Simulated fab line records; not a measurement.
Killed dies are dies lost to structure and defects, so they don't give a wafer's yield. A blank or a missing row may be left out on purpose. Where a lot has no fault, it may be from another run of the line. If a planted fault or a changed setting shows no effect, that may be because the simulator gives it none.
What tool caused it? -- flow sky130 -- Sampling: 14 lots, 42 wafers, 5 of 708 route steps

== WHAT THE GAUGES READ, wafer by wafer ==
SKY_PWDE_TW_MEAS_10. Usual: PWDE_TW 374, standard deviation 3.4.
lot,measured,on,PWDE_TW,flag
L438,day 4 05:34,film_metro-02,374 374 375,
L437,day 4 06:24,film_metro-04,375 377 378,
L440,day 4 11:50,film_metro-02,375 376 377,
L441,day 4 15:18,film_metro-01,368 368 369,
L442,day 4 23:11,film_metro-01,367 369 367,
L443,day 5 07:08,film_metro-04,377 376 378,
L444,day 5 14:08,film_metro-02,377 379 377,
L446,day 6 07:29,film_metro-01,373 373 373,
L447,day 6 08:17,film_metro-04,376 374 377,
L450,day 7 04:22,film_metro-04,371 372 373,
L452,day 7 08:41,film_metro-02,379 379 378,
L456,day 8 10:11,film_metro-01,370 371 369,
L458,day 8 16:24,film_metro-01,371 368 371,
L459,day 8 22:07,film_metro-02,376 373 375,

SKY_VT_ADJUST_HVTP_TW_MEAS_11. Usual: VT_ADJUST_HVTP_TW 1355, standard deviation 12.
lot,measured,on,VT_ADJUST_HVTP_TW,flag
L438,day 6 11:10,film_metro-02,1363 1356 1358,
L437,day 6 11:37,film_metro-01,1346 1348 1344,
L440,day 6 16:35,film_metro-01,1343 1350 1348,
L441,day 6 20:23,film_metro-02,1373 1373 1375,
L442,day 7 06:55,film_metro-01,1348 1343 1351,
L443,day 7 17:00,film_metro-01,1346 1353 1346,
L444,day 8 02:04,film_metro-01,1341 1342 1347,
L446,day 8 20:35,film_metro-01,1343 1343 1348,
L447,day 8 22:19,film_metro-03,1362 1361 1360,
L450,day 9 20:32,film_metro-03,1356 1360 1360,
L452,day 10 00:31,film_metro-02,1375 1366 1377,
L456,day 11 05:04,film_metro-02,1358 1357 1365,
L458,day 11 12:30,film_metro-01,1349 1348 1342,
L459,day 11 19:48,film_metro-01,1340 1338 1348,

SKY_VT_ADJUST_LVTN_OVL_MEAS_18. Usual: VT_ADJUST_LVTN_01_OVL -0.3 nm, standard deviation 1.3.
lot,measured,on,VT_ADJUST_LVTN_01_OVL (nm),flag
L438,day 8 02:37,overlay-01,0.2 -0.5 0.2,
L437,day 8 03:57,overlay-02,-1.2 -0.5 0.9,
L440,day 8 07:55,overlay-01,2.0 2.2 1.0,
L441,day 8 14:05,overlay-02,-3.1 -0.8 -0.9,
L442,day 9 00:28,overlay-01,-0.3 1.3 -0.8,
L443,day 9 10:46,overlay-02,0.0 1.0 0.7,
L444,day 9 20:36,overlay-01,-0.4 -1.8 0.1,
L446,day 10 16:36,overlay-01,0.8 1.9 2.3,
L447,day 10 17:51,overlay-02,-1.9 -0.7 0.5,
L450,day 11 19:26,overlay-01,-1.1 -0.5 0.1,
L452,day 11 23:13,overlay-02,180.6 179.4 179.8,OFF
L456,day 13 04:23,overlay-02,179.0 180.3 180.8,OFF
L458,day 13 12:22,overlay-02,-0.1 1.2 0.2,
L459,day 13 20:07,overlay-02,0.2 -0.5 0.2,

SKY_VT_ADJUST_LVTN_TW_MEAS_21. Usual: VT_ADJUST_LVTN_2_TW 188.6, standard deviation 1.2.
lot,measured,on,VT_ADJUST_LVTN_2_TW,flag
L438,day 8 02:54,film_metro-02,189.5 188.0 187.9,
L437,day 8 04:15,film_metro-04,186.8 187.1 188.4,
L440,day 8 08:13,film_metro-04,187.3 186.7 186.3,
L441,day 8 14:22,film_metro-03,189.3 189.2 189.1,
L442,day 9 00:45,film_metro-02,191.1 191.2 191.1,
L443,day 9 11:03,film_metro-03,189.1 188.1 188.0,
L444,day 9 20:53,film_metro-04,187.7 188.5 188.3,
L446,day 10 16:53,film_metro-03,189.9 188.8 188.4,
L447,day 10 18:08,film_metro-03,189.0 189.2 189.3,
L450,day 11 19:43,film_metro-04,187.1 187.4 186.8,
L452,day 11 23:31,film_metro-02,187.8 189.8 188.3,
L456,day 13 04:40,film_metro-04,187.1 187.9 186.7,
L458,day 13 12:39,film_metro-04,186.4 187.3 187.2,
L459,day 13 20:24,film_metro-02,189.9 189.3 189.0,

== EACH LOT AND THE TOOL THAT RAN IT (in order: tool; ch and the chambers of the sampled wafers; start) ==
lot,SKY_VT_ADJUST_LVTN_EXPOSE_15
L438,"iline_stepper-01 ch 0, day 7 16:50"
L437,"iline_stepper-02 ch 0, day 7 18:29"
L440,"iline_stepper-01 ch 0, day 7 23:07"
L441,"iline_stepper-01 ch 0, day 8 03:26"
L442,"iline_stepper-02 ch 0, day 8 14:40"
L443,"iline_stepper-02 ch 0, day 9 00:11"
L444,"iline_stepper-01 ch 0, day 9 09:55"
L446,"iline_stepper-02 ch 0, day 10 04:38"
L447,"iline_stepper-02 ch 0, day 10 06:27"
L450,"iline_stepper-01 ch 0, day 11 07:05"
L452,"iline_stepper-01 ch 0, day 11 11:14"
L456,"iline_stepper-01 ch 0, day 12 17:02"
L458,"iline_stepper-02 ch 0, day 13 00:06"
L459,"iline_stepper-02 ch 0, day 13 07:11"
- SKY_VT_ADJUST_LVTN_EXPOSE_15: exposes mask HVN STD DERIVED, target cd 600 nm.

== WHAT THE TOOLS THEMSELVES READ (means of the sampled wafers that have a number; where no wafer has one, the mark that the record gives instead) ==
The record holds no such reading with a usual standard deviation.

== THE ANSWER, worked out from the rows above alone ==
Rule: a lot counts as off when the mean over its wafers that have a number is more than 3 standard deviations away from the usual mean. Also off: a lot with no number at a reading for which 4 or more lots have one. All remaining lots with rows at the step are treated as sound. The gauges are gone through in route order, then the tools' own readings, and for those a lot's mean is taken as printed above. At the first step where some lot is off, the reading lying furthest off is the one used; lots without a number count as furthest.
Off: L452, L456, at SKY_VT_ADJUST_LVTN_OVL_MEAS_18 (VT_ADJUST_LVTN_01_OVL).
If a tool, at a process step before that reading, ran all the lots that are off and no sound lot after the first of them, it fits. The gauges at SKY_VT_ADJUST_LVTN_OVL_MEAS_18 are tried like those tools. One candidate fits, namely iline_stepper-01 at SKY_VT_ADJUST_LVTN_EXPOSE_15. A fault onset in the window from L450 (day 11 07:05, its last sound lot) to L452 (day 11 11:14, its first lot off) fits.

== WHAT THE SIMULATOR PUT IN ==
Scanner matching overlay: iline_stepper-01, from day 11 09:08 on, at SKY_VT_ADJUST_LVTN_EXPOSE_15. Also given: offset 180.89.
Lots struck among those shown: L452, L456. The rule above reached the same finding.
